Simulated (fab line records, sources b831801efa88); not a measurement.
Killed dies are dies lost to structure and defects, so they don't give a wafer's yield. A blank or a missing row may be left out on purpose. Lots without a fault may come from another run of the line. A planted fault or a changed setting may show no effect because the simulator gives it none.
fab line records | flow sky130
record lots=5 wafers=15 last_day=50
route steps=708 shown NWELL@69 PWDE@84 VT_ADJUST_HVTP@85
lots that met no fault: from a run of the same line without faults
start_h: hours from the record's first day to the start of the lot's first wafer shown | wait_h: hours since the lot's step before | " the same as in the row above | L1.1+2: a row that stands for several wafers | - no value, or no start given | * or withheld: withheld | < > ~ a bound
route shown NAME@n: a module of which the file shows steps, and the number in the route of the first | usual: mean/standard deviation of fault-free wafers | same: alike in all rows | chamber/n: place in a boat | sites: the reading at each site | _std_site: their standard deviation | _edge_site: outer sites' mean less inner sites' | radius_mm: how far each site lies from the wafer's centre | mask NAME#n: copy n | behind: the tool/chamber that last shaped the wafer | hold: why the lot was held/for how many hours/how that ended | device: the transistor (n, p or np) that didn't switch | end of line: the same wafers' tests at the end of the route | a step without rows: its recipe alone | killed: dies lost to structure and defects at the first sort, not the wafer's yield | map: a wafer's dies, x killed, . not, _ none there
set.NAME: the setting as run; set.NAME@STEP: as run at that earlier step | model.NAME: the simulator's own value behind a step, which no gauge read
lots at some steps of the route; a table a step, a row a wafer
services: from which hour (start_h, from the record's first day; less than 0 if before it) a tool's chamber was out of use, for how many hours, and why
## steps
# step SKY_NWELL_DEHYDRATE_16
# recipe temp_c=200 time_s=60
# usual heater_power_total_W=160.37/0.13 plate_temp_C=200.00/0.14
# columns lot.wafer tool chamber start_h wait_h heater_power_total_W plate_temp_C
L077.1 litho_track-01 0 111.54 8.9 160.27 199.80
L077.2 " 0 " " 160.41 199.75
L077.4 " 0 " " 160.36 199.85
L079.1 litho_track-03 0 125.96 9.0 160.34 200.06
L079.3 " 0 " " 160.23 199.87
L079.6 " 0 " " 160.30 199.95
L085.2 litho_track-03 0 169.19 9.7 160.48 199.96
L085.3 " 0 " " 160.22 199.86
L085.4 " 0 " " 160.31 199.89
L092.3 litho_track-03 0 200.06 10.1 160.34 199.86
L092.4 " 0 " " 160.42 200.11
L092.6 " 0 " " 160.13 200.09
L097.1 litho_track-03 0 233.41 11.1 160.23 199.89
L097.4 " 0 " " 160.17 200.01
L097.6 " 0 " " 160.22 199.99
# step SKY_NWELL_HMDS_17
# recipe prime_time_s=60 prime_temp_c=120
# columns lot.wafer tool chamber start_h wait_h
L077.1+2+4 litho_track-01 0 111.69 0.1
L079.1+3+6 litho_track-03 0 126.11 0.1
L085.2+3+4 litho_track-03 0 169.34 0.1
L092.3+4+6 litho_track-03 0 200.21 0.1
L097.1+4+6 litho_track-03 0 233.56 0.1
# step SKY_NWELL_COAT_18
# recipe spin_rpm=2000 resist_thk_nm=3000
# usual spin_speed_rpm=2000.3/1.3
# columns lot.wafer tool chamber start_h wait_h spin_speed_rpm
L077.1 litho_track-01 0 111.84 0.1 2000.7
L077.2 " 0 " " 2001.5
L077.4 " 0 " " 1997.5
L079.1 litho_track-03 0 126.26 0.1 2000.3
L079.3 " 0 " " 2000.6
L079.6 " 0 " " 2000.1
L085.2 litho_track-03 0 169.49 0.1 2000.7
L085.3 " 0 " " 1999.7
L085.4 " 0 " " 1999.7
L092.3 litho_track-03 0 200.36 0.1 2000.4
L092.4 " 0 " " 2001.2
L092.6 " 0 " " 2001.5
L097.1 litho_track-03 0 233.71 0.1 1999.4
L097.4 " 0 " " 2000.6
L097.6 " 0 " " 2000.3
# step SKY_NWELL_SOFTBAKE_19
# recipe temp_c=110 time_s=withheld
# usual heater_power_total_W=65.31/0.14 plate_temp_C=110.00/0.13
# columns lot.wafer tool chamber start_h wait_h heater_power_total_W plate_temp_C
L077.1 litho_track-01 0 111.99 0.1 65.15 109.97
L077.2 " 0 " " 65.28 109.81
L077.4 " 0 " " 65.31 110.00
L079.1 litho_track-03 0 126.41 0.1 65.17 109.89
L079.3 " 0 " " 65.26 110.04
L079.6 " 0 " " 65.17 110.07
L085.2 litho_track-03 0 169.64 0.1 65.51 109.98
L085.3 " 0 " " 65.52 110.01
L085.4 " 0 " " 65.52 109.82
L092.3 litho_track-03 0 200.53 0.1 65.09 109.96
L092.4 " 0 " " 65.38 110.00
L092.6 " 0 " " 65.29 109.81
L097.1 litho_track-03 0 233.86 0.1 65.31 109.85
L097.4 " 0 " " 65.50 110.05
L097.6 " 0 " " 65.38 110.00
# step SKY_NWELL_EXPOSE_20
# recipe mask_id=NWM_COMPLEMENT na=0.6 source_shape=conventional sigma_outer=0.6 polarization=unpolarized target_cd_nm=840 dose_mj=260
# usual focus_offset_nm=0.0/0.47
# columns lot.wafer tool chamber start_h wait_h mask focus_offset_nm
L077.1 iline_stepper-02 0 - - NWM_COMPLEMENT#0 0.3
L077.2 " 0 " " NWM_COMPLEMENT#0 -0.1
L077.4 " 0 " " NWM_COMPLEMENT#0 0.1
L079.1 iline_stepper-01 0 - - NWM_COMPLEMENT#0 0.2
L079.3 " 0 " " NWM_COMPLEMENT#0 0.3
L079.6 " 0 " " NWM_COMPLEMENT#0 0.0
L085.2 iline_stepper-02 0 - - NWM_COMPLEMENT#0 0.2
L085.3 " 0 " " NWM_COMPLEMENT#0 0.0
L085.4 " 0 " " NWM_COMPLEMENT#0 0.4
L092.3 iline_stepper-01 0 - - NWM_COMPLEMENT#0 0.3
L092.4 " 0 " " NWM_COMPLEMENT#0 0.1
L092.6 " 0 " " NWM_COMPLEMENT#0 0.7
L097.1 iline_stepper-02 0 - - NWM_COMPLEMENT#0 -0.7
L097.4 " 0 " " NWM_COMPLEMENT#0 -1.1
L097.6 " 0 " " NWM_COMPLEMENT#0 -0.7
# step SKY_NWELL_PEB_21
# recipe temp_c=115 time_s=withheld
# usual heater_power_total_W=69.35/0.14 plate_temp_C=115.02/0.12
# columns lot.wafer tool chamber start_h wait_h heater_power_total_W plate_temp_C
L077.1 litho_track-01 0 - - 69.54 115.00
L077.2 " 0 " " 69.40 115.07
L077.4 " 0 " " 69.52 114.96
L079.1 litho_track-02 0 - - 69.51 115.11
L079.3 " 0 " " 69.22 115.13
L079.6 " 0 " " 69.27 115.16
L085.2 litho_track-03 0 - - 69.07 115.11
L085.3 " 0 " " 69.46 115.29
L085.4 " 0 " " 69.51 115.12
L092.3 litho_track-02 0 - - 69.39 115.09
L092.4 " 0 " " 69.45 114.82
L092.6 " 0 " " 69.14 114.93
L097.1 litho_track-01 0 - - 69.17 115.01
L097.4 " 0 " " 69.28 115.15
L097.6 " 0 " " 69.40 115.26
# step SKY_NWELL_DEVELOP_22
# recipe wall_angle_deg=90 developer=TMAH develop_time_s=60 dev_temp_c=23
# columns lot.wafer tool chamber start_h wait_h
L077.1+2+4 litho_track-01 0 - -
L079.1+3+6 litho_track-02 0 - -
L085.2+3+4 litho_track-03 0 - -
L092.3+4+6 litho_track-02 0 - -
L097.1+4+6 litho_track-01 0 - -
# step SKY_NWELL_OVL_MEAS_23
# usual NWELL_01_OVL=0.0/1.5
# columns lot.wafer tool chamber start_h wait_h NWELL_01_OVL[nm]
L077.1 overlay-02 - 121.54 - -1.8
L077.2 " - " " -1.2
L077.4 " - " " -1.2
L079.1 overlay-02 - 135.95 - -1.1
L079.3 " - " " 0.2
L079.6 " - " " 0.6
L085.2 overlay-01 - 179.97 - 0.0
L085.3 " - " " -1.2
L085.4 " - " " 0.9
L092.3 overlay-02 - 211.81 - -0.3
L092.4 " - " " -0.6
L092.6 " - " " -0.7
L097.1 overlay-01 - 246.19 - 1.6
L097.4 " - " " 2.4
L097.6 " - " " 1.3
# step SKY_NWELL_IMPLANT_24
# recipe species=B energy_kev=140 dose_cm2=9.2e+12 tilt_deg=withheld
# usual beam_energy_keV=140.00/0.044
# columns lot.wafer tool chamber start_h wait_h beam_energy_keV
L077.1 implanter-02 0 121.57 0.0 140.06
L077.2 " 0 " " 140.06
L077.4 " 0 " " 140.01
L079.1 implanter-03 0 135.99 0.0 139.93
L079.3 " 0 " " 140.00
L079.6 " 0 " " 140.04
L085.2 implanter-02 0 180.02 0.0 139.95
L085.3 " 0 " " 139.93
L085.4 " 0 " " 139.93
L092.3 implanter-02 0 211.89 0.1 140.01
L092.4 " 0 " " 139.98
L092.6 " 0 " " 140.03
L097.1 implanter-01 0 246.22 0.0 140.00
L097.4 " 0 " " 140.01
L097.6 " 0 " " 139.99
# step SKY_NWELL_STRIP_25
# recipe chemistry=O2/N2 power_w=1400 pressure_mtorr=1500 platen_temp_c=withheld o2_flow_sccm=3000 n2_flow_sccm=300 overash_fraction=0.5
# usual drypump_motor_current_A=5.8/0.33 oes_product_au=0.723/0.0044 strip_time_to_endpoint_s=36.95/0.092
# columns lot.wafer tool chamber start_h wait_h drypump_motor_current_A oes_product_au rf_hours_counter_h strip_time_to_endpoint_s
L077.1 plasma_asher-04 0 121.72 0.1 5.8 0.721 0 36.95
L077.2 " 1 " " 5.3 0.728 0 36.92
L077.4 " 0 " " 5.8 0.726 - 36.96
L079.1 plasma_asher-01 1 136.14 0.1 6.1 0.728 46 36.75
L079.3 " 1 " " 6.1 0.721 - 36.81
L079.6 " 1 " " 6.1 0.715 - 36.78
L085.2 plasma_asher-02 0 180.15 0.1 6.2 0.725 52 37.05
L085.3 " 1 " " 5.4 0.722 - 37.07
L085.4 " 0 " " 6.2 0.719 - 37.06
L092.3 plasma_asher-02 1 212.02 0.1 5.5 0.719 - 36.83
L092.4 " 0 " " 6.2 0.724 - 36.85
L092.6 " 1 " " 5.4 0.722 - 36.77
L097.1 plasma_asher-01 1 246.37 0.1 6.1 0.716 57 36.96
L097.4 " 0 " " 5.7 0.725 - 37.03
L097.6 " 1 " " 6.2 0.722 - 37.03
# step SKY_NWELL_TW_MEAS_26
# usual NWELL_2_TW=494.2/2.5
# columns lot.wafer tool chamber start_h wait_h NWELL_2_TW
L077.1 film_metro-03 - 121.82 0.1 495.5
L077.2 " - " " 497.0
L077.4 " - " " 496.1
L079.1 film_metro-04 - 136.24 0.1 492.9
L079.3 " - " " 495.2
L079.6 " - " " 496.2
L085.2 film_metro-04 - 180.26 0.1 495.4
L085.3 " - " " 493.2
L085.4 " - " " 493.3
L092.3 film_metro-01 - 212.11 0.1 492.4
L092.4 " - " " 493.5
L092.6 " - " " 490.8
L097.1 film_metro-01 - 246.47 0.1 500.9
L097.4 " - " " 500.9
L097.6 " - " " 497.2
# step SKY_NWELL_CLEAN_27
# recipe chemistry=SC1/SC2 mix=1:4:20 temp_c=70 time_s=150 dry=n2_spin
# usual bath_guard_temp_C=69.8/0.55
# columns lot.wafer tool chamber start_h wait_h bath_guard_temp_C
L077.1 wet_bench-01 1 121.88 0.1 70.1
L077.2 " 1 " " 70.5
L077.4 " 1 " " 70.4
L079.1 wet_bench-01 1 136.30 0.1 70.7
L079.3 " 1 " " 70.4
L079.6 " 1 " " 70.5
L085.2 wet_bench-01 3 180.31 0.0 70.2
L085.3 " 3 " " 70.6
L085.4 " 3 " " 70.3
L092.3 wet_bench-04 1 212.15 0.0 69.6
L092.4 " 1 " " 69.0
L092.6 " 1 " " 69.3
L097.1 wet_bench-01 0 246.53 0.1 70.0
L097.4 " 0 " " 70.0
L097.6 " 0 " " 70.2
# step SKY_NWELL_RTA_28
# recipe temp_c=1050 time_s=30 idle_temp_c=650 ramp_up_c_per_s=150 ramp_down_c_per_s=90 ambient=N2
# usual chamber_o2_ppm=1.999/0.019 lamp_power_pct=25.30/0.053 wafer_temp_C_max=1054.9/0.96
# columns lot.wafer tool chamber start_h wait_h chamber_o2_ppm lamp_power_pct wafer_temp_C_max
L077.1 rtp_anneal-01 0 121.94 0.0 1.993 25.23 1054.7
L077.2 " 0 " " 2.001 25.34 1054.3
L077.4 " 0 " " 1.984 25.24 1054.3
L079.1 rtp_anneal-01 0 136.35 0.0 1.998 25.34 1054.6
L079.3 " 0 " " 1.972 25.25 1054.8
L079.6 " 0 " " 1.994 25.30 1055.2
L085.2 rtp_anneal-01 0 180.38 0.0 1.992 25.20 1054.5
L085.3 " 0 " " 2.015 25.36 1054.1
L085.4 " 0 " " 1.995 25.18 1056.0
L092.3 rtp_anneal-01 0 212.24 0.0 2.032 25.36 1055.5
L092.4 " 0 " " 1.993 25.31 1053.0
L092.6 " 0 " " 2.020 25.34 1054.2
L097.1 rtp_anneal-02 0 246.58 0.0 1.989 25.31 1055.6
L097.4 " 0 " " 1.945 25.37 1053.2
L097.6 " 0 " " 1.996 25.36 1054.1
# step SKY_NWELL_RS_MEAS_29
# recipe thk_meas_gauge=four-point-probe
# usual NWELL_RS=625.2/1.9
# columns lot.wafer tool chamber start_h wait_h NWELL_RS[ohm/sq]
L077.1 film_metro-04 - 122.04 0.1 625.4
L077.2 " - " " 623.4
L077.4 " - " " 624.0
L079.1 film_metro-04 - 136.45 0.1 625.4
L079.3 " - " " 626.5
L079.6 " - " " 626.7
L085.2 film_metro-04 - 180.48 0.1 627.0
L085.3 " - " " 626.9
L085.4 " - " " 626.4
L092.3 film_metro-04 - 212.34 0.1 624.2
L092.4 " - " " 625.3
L092.6 " - " " 627.2
L097.1 film_metro-04 - 246.68 0.1 627.4
L097.4 " - " " 628.6
L097.6 " - " " 629.0
# step SKY_NWELL_RS_MEAS_31
# recipe thk_meas_gauge=four-point-probe
# usual PWDE_RS=5271/17
# columns lot.wafer tool chamber start_h wait_h PWDE_RS[ohm/sq]
L077.1 film_metro-04 - 122.28 0.1 5290
L077.2 " - " " 5279
L077.4 " - " " 5271
L079.1 film_metro-04 - 136.69 0.1 5236
L079.3 " - " " 5244
L079.6 " - " " 5218
L085.2 film_metro-04 - 180.72 0.1 5280
L085.3 " - " " 5277
L085.4 " - " " 5286
L092.3 film_metro-04 - 212.58 0.1 5281
L092.4 " - " " 5285
L092.6 " - " " 5277
L097.1 film_metro-04 - 246.92 0.1 5313
L097.4 " - " " 5286
L097.6 " - " " 5290
# step SKY_VT_ADJUST_HVTP_DEHYDRATE_00
# recipe temp_c=200 time_s=60
# usual heater_power_total_W=160.40/0.13 plate_temp_C=200.02/0.17
# columns lot.wafer tool chamber start_h wait_h heater_power_total_W plate_temp_C
L077.1 litho_track-03 0 131.06 8.8 160.55 200.02
L077.2 " 0 " " 160.36 200.22
L077.4 " 0 " " 160.17 199.80
L079.1 litho_track-01 0 146.34 9.6 160.42 200.28
L079.3 " 0 " " 160.40 200.02
L079.6 " 0 " " 160.49 200.11
L085.2 litho_track-03 0 191.04 10.3 160.43 200.19
L085.3 " 0 " " 160.37 200.06
L085.4 " 0 " " 160.37 200.13
L092.3 litho_track-01 0 222.89 10.3 160.46 200.10
L092.4 " 0 " " 160.26 200.15
L092.6 " 0 " " 160.22 200.01
L097.1 litho_track-04 0 258.47 11.5 160.44 200.17
L097.4 " 0 " " 160.35 199.98
L097.6 " 0 " " 160.22 200.10
# step SKY_VT_ADJUST_HVTP_HMDS_01
# recipe prime_time_s=60 prime_temp_c=120
# columns lot.wafer tool chamber start_h wait_h
L077.1+2+4 litho_track-03 0 131.21 0.1
L079.1+3+6 litho_track-01 0 146.49 0.1
L085.2+3+4 litho_track-03 0 191.19 0.1
L092.3+4+6 litho_track-01 0 223.04 0.1
L097.1+4+6 litho_track-04 0 258.62 0.1
# step SKY_VT_ADJUST_HVTP_COAT_02
# recipe resist=NOVOLAK spin_rpm=3000 resist_thk_nm=1140
# usual spin_speed_rpm=3000.1/1.8
# columns lot.wafer tool chamber start_h wait_h spin_speed_rpm
L077.1 litho_track-03 0 131.36 0.1 3001.6
L077.2 " 0 " " 3000.6
L077.4 " 0 " " 3001.7
L079.1 litho_track-01 0 146.64 0.1 3000.3
L079.3 " 0 " " 2998.2
L079.6 " 0 " " 2996.3
L085.2 litho_track-03 0 191.34 0.1 2993.9
L085.3 " 0 " " 2997.7
L085.4 " 0 " " 2997.7
L092.3 litho_track-01 0 223.19 0.1 3002.4
L092.4 " 0 " " 2999.3
L092.6 " 0 " " 3003.6
L097.1 litho_track-04 0 258.77 0.1 3002.1
L097.4 " 0 " " 2998.7
L097.6 " 0 " " 3000.8
# step SKY_VT_ADJUST_HVTP_SOFTBAKE_03
# recipe temp_c=90 time_s=60 resist=NOVOLAK
# usual heater_power_total_W=56.60/0.041 plate_temp_C=90.05/0.12
# columns lot.wafer tool chamber start_h wait_h heater_power_total_W plate_temp_C
L077.1 litho_track-03 0 131.51 0.1 56.59 89.79
L077.2 " 0 " " 56.62 90.03
L077.4 " 0 " " 56.62 90.13
L079.1 litho_track-01 0 146.79 0.1 56.60 89.84
L079.3 " 0 " " 56.59 90.04
L079.6 " 0 " " 56.56 90.13
L085.2 litho_track-03 0 191.49 0.1 56.63 89.97
L085.3 " 0 " " 56.62 90.09
L085.4 " 0 " " 56.58 89.83
L092.3 litho_track-01 0 223.34 0.1 56.63 90.02
L092.4 " 0 " " 56.55 90.14
L092.6 " 0 " " 56.59 90.08
L097.1 litho_track-04 0 258.92 0.1 56.60 90.19
L097.4 " 0 " " 56.55 89.87
L097.6 " 0 " " 56.57 90.01
# step SKY_VT_ADJUST_HVTP_EXPOSE_04
# recipe mask_id=HVTPM na=0.6 source_shape=conventional sigma_outer=0.6 polarization=unpolarized target_cd_nm=380 dose_mj=140
# usual focus_offset_nm=0.2/0.58
# columns lot.wafer tool chamber start_h wait_h mask focus_offset_nm
L077.1 iline_stepper-02 0 - - HVTPM#0 0.8
L077.2 " 0 " " HVTPM#0 0.2
L077.4 " 0 " " HVTPM#0 0.1
L079.1 iline_stepper-02 0 - - HVTPM#0 0.7
L079.3 " 0 " " HVTPM#0 0.8
L079.6 " 0 " " HVTPM#0 0.5
L085.2 iline_stepper-02 0 - - HVTPM#0 -0.4
L085.3 " 0 " " HVTPM#0 -0.4
L085.4 " 0 " " HVTPM#0 0.5
L092.3 iline_stepper-01 0 - - HVTPM#0 0.1
L092.4 " 0 " " HVTPM#0 -0.1
L092.6 " 0 " " HVTPM#0 -0.6
L097.1 iline_stepper-01 0 - - HVTPM#0 1.0
L097.4 " 0 " " HVTPM#0 0.4
L097.6 " 0 " " HVTPM#0 0.2
# step SKY_VT_ADJUST_HVTP_PEB_05
# recipe temp_c=withheld time_s=* resist=NOVOLAK
# columns lot.wafer tool chamber start_h wait_h
L077.1+2+4 litho_track-04 0 - -
L079.1+3+6 litho_track-03 0 - -
L085.2+3+4 litho_track-04 0 - -
L092.3+4+6 litho_track-04 0 - -
L097.1+4+6 litho_track-03 0 - -
# step SKY_VT_ADJUST_HVTP_DEVELOP_06
# recipe resist=NOVOLAK developer=TMAH develop_time_s=60 dev_temp_c=23
# columns lot.wafer tool chamber start_h wait_h
L077.1+2+4 litho_track-04 0 140.57 0.1
L079.1+3+6 litho_track-03 0 155.76 0.1
L085.2+3+4 litho_track-04 0 202.14 0.1
L092.3+4+6 litho_track-04 0 234.72 0.1
L097.1+4+6 litho_track-03 0 270.76 0.1
# step SKY_VT_ADJUST_HVTP_CD_MEAS_07
# recipe target_cd_nm=380
# usual cd_nm=380.0/3
# columns lot.wafer tool chamber start_h wait_h cd_nm
L077.1 cd_sem-02 - 140.72 0.1 379.8
L077.2 " - " " 379.2
L077.4 " - " " 378.5
L079.1 cd_sem-01 - 155.91 0.1 379.0
L079.3 " - " " 379.8
L079.6 " - " " 379.8
L085.2 cd_sem-02 - 202.29 0.1 381.5
L085.3 " - " " 379.6
L085.4 " - " " 379.1
L092.3 cd_sem-01 - 234.86 0.1 374.5
L092.4 " - " " 374.8
L092.6 " - " " 375.4
L097.1 cd_sem-02 - 270.91 0.1 379.7
L097.4 " - " " 380.6
L097.6 " - " " 376.8
# step SKY_VT_ADJUST_HVTP_OVL_MEAS_08
# usual VT_ADJUST_HVTP_OVL=-2.1/1.3
# columns lot.wafer tool chamber start_h wait_h VT_ADJUST_HVTP_OVL[nm]
L077.1 overlay-02 - 140.84 0.1 -4.0
L077.2 " - " " -3.4
L077.4 " - " " -3.0
L079.1 overlay-01 - 156.03 0.1 -3.5
L079.3 " - " " -4.4
L079.6 " - " " -3.7
L085.2 overlay-01 - 202.39 0.1 -1.3
L085.3 " - " " 0.2
L085.4 " - " " -2.2
L092.3 overlay-01 - 234.95 0.1 -0.9
L092.4 " - " " -0.9
L092.6 " - " " -3.4
L097.1 overlay-02 - 271.03 0.1 1.0
L097.4 " - " " -0.9
L097.6 " - " " -2.0
# step SKY_VT_ADJUST_HVTP_IMPLANT_09
# recipe species=As energy_kev=150 dose_cm2=4.3e+12 tilt_deg=withheld
# usual beam_energy_keV=150.01/0.049
# columns lot.wafer tool chamber start_h wait_h beam_energy_keV
L077.1 implanter-04 0 140.87 0.0 150.05
L077.2 " 0 " " 149.99
L077.4 " 0 " " 150.03
L079.1 implanter-04 0 156.07 0.0 150.05
L079.3 " 0 " " 150.01
L079.6 " 0 " " 150.00
L085.2 implanter-04 0 202.45 0.0 150.03
L085.3 " 0 " " 149.97
L085.4 " 0 " " 150.01
L092.3 implanter-03 0 235.02 0.1 150.00
L092.4 " 0 " " 150.00
L092.6 " 0 " " 150.05
L097.1 implanter-04 0 271.07 0.0 150.04
L097.4 " 0 " " 150.04
L097.6 " 0 " " 150.00
# step SKY_VT_ADJUST_HVTP_STRIP_10
# recipe chemistry=O2/N2 power_w=1400 pressure_mtorr=1500 platen_temp_c=withheld o2_flow_sccm=3000 n2_flow_sccm=300 overash_fraction=0.5
# usual drypump_motor_current_A=5.6/0.4 oes_product_au=0.715/0.0042 strip_time_to_endpoint_s=14.21/0.035
# columns lot.wafer tool chamber start_h wait_h drypump_motor_current_A oes_product_au rf_hours_counter_h strip_time_to_endpoint_s
L077.1 plasma_asher-04 1 141.02 0.1 5.3 0.713 2 14.22
L077.2 " 0 " " 5.8 0.721 2 14.20
L077.4 " 1 " " 5.3 0.717 - 14.22
L079.1 plasma_asher-04 0 156.22 0.1 5.8 0.721 4 14.17
L079.3 " 1 " " 5.3 0.710 - 14.19
L079.6 " 1 " " 5.3 0.712 - 14.22
L085.2 plasma_asher-02 0 202.57 0.1 6.2 0.719 54 14.19
L085.3 " 1 " " 5.4 0.707 - 14.22
L085.4 " 0 " " 6.2 0.707 - 14.23
L092.3 plasma_asher-02 1 235.15 0.1 5.4 0.715 - 14.22
L092.4 " 0 " " 6.2 0.717 - 14.19
L092.6 " 1 " " 5.4 0.722 - 14.21
L097.1 plasma_asher-02 0 271.22 0.1 6.2 0.715 61 14.24
L097.4 " 0 " " 6.2 0.710 - 14.28
L097.6 " 1 " " 5.4 0.712 - 14.21
# step SKY_VT_ADJUST_HVTP_TW_MEAS_11
# usual VT_ADJUST_HVTP_TW=1351/6.8
# columns lot.wafer tool chamber start_h wait_h VT_ADJUST_HVTP_TW
L077.1 film_metro-01 - 141.12 0.1 1349
L077.2 " - " " 1356
L077.4 " - " " 1351
L079.1 film_metro-02 - 156.32 0.1 1357
L079.3 " - " " 1355
L079.6 " - " " 1356
L085.2 film_metro-01 - 202.68 0.1 1343
L085.3 " - " " 1349
L085.4 " - " " 1335
L092.3 film_metro-01 - 235.24 0.1 1339
L092.4 " - " " 1345
L092.6 " - " " 1350
L097.1 film_metro-02 - 271.32 0.1 1350
L097.4 " - " " 1350
L097.6 " - " " 1357
## services
# columns tool chamber start_h hours kind
implanter-03 - 87.80 2.9 repair
plasma_asher-04 - 108.75 9.0 pm
plasma_asher-04 0 108.75 9.0 vent_cycle
plasma_asher-04 1 108.75 9.0 vent_cycle
iline_stepper-02 0 111.88 - calibration
plasma_asher-04 0 117.75 - clean
plasma_asher-04 1 117.75 - clean
implanter-03 - 117.90 2.5 repair
iline_stepper-01 0 118.20 - calibration
implanter-03 - 128.52 6.7 repair
implanter-03 - 139.09 15.5 pm
implanter-03 - 154.58 3.0 pm
iline_stepper-01 - 165.84 1.7 pm
plasma_asher-04 - 170.68 2.0 pm
iline_stepper-01 - 172.20 2.0 repair
implanter-03 - 177.27 3.2 repair
iline_stepper-02 - 215.69 1.7 pm
wet_bench-01 - 218.22 2.6 repair
implanter-01 - 232.15 2.3 repair
implanter-03 - 241.98 0.8 repair
wet_bench-04 - 249.23 6.8 repair
rtp_anneal-02 - 250.06 8.5 pm
implanter-04 - 261.99 4.2 pm
## key
fault none
